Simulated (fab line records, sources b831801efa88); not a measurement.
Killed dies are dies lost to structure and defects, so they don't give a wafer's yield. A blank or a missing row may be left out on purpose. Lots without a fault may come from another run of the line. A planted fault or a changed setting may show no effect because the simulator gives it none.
Which tool did it? | flow gf180mcu | 12 lots, 36 wafers sampled, at 1 step of a route of 602

WHAT THE GAUGES READ, wafer by wafer
GF_HV_LDD_OVL_MEAS_32.
lot  | measured     | on         | HV_LDD_02_OVL (nm)
L075 | day 11 21:13 | overlay-01 | -0.4 0.8 -0.8
L077 | day 12 14:32 | overlay-01 | 0.2 1.4 -0.5
L079 | day 13 04:39 | overlay-02 | -3.3 -1.0 -1.9
L081 | day 13 17:34 | overlay-02 | 0.0 0.0 -2.4
L083 | day 14 09:29 | overlay-02 | 0.6 -0.9 -2.1
L085 | day 15 07:48 | overlay-01 | -0.7 -1.8 -1.0
L088 | day 16 12:49 | overlay-02 | 0.8 -0.9 -0.3
L089 | day 16 22:44 | overlay-01 | -0.5 -0.4 -0.5
L092 | day 17 18:39 | overlay-01 | 1.7 1.2 0.3
L094 | day 18 03:55 | overlay-02 | -0.2 -0.2 0.4
L095 | day 18 10:37 | overlay-01 | -1.5 -0.4 -1.2
L097 | day 19 08:45 | overlay-02 | 2.6 3.0 1.2

WHICH TOOL RAN EACH LOT (tool, then ch and the chambers of the sampled wafers, then the start)
The record holds no process step before these readings.

THE ANSWER, worked out from the rows above alone
Rule: what is usual is taken from the lots themselves. Put in order of their means at a reading, lots are off if they are a third of the lots or fewer, leave a main group of 4 or more, and stand apart from it by a gap of 3 or more times the standard deviation of the main group's means; of several such gaps the widest counts. A main group whose means are all the same, to the digits that the tables above print for the reading, isn't used. A lot without any number at a reading at which 4 lots or more have one is off too. The other lots that the step has rows for count as sound.
No lot is off at any reading shown: from this, nothing can be told.

WHAT THE SIMULATOR HAD PUT IN
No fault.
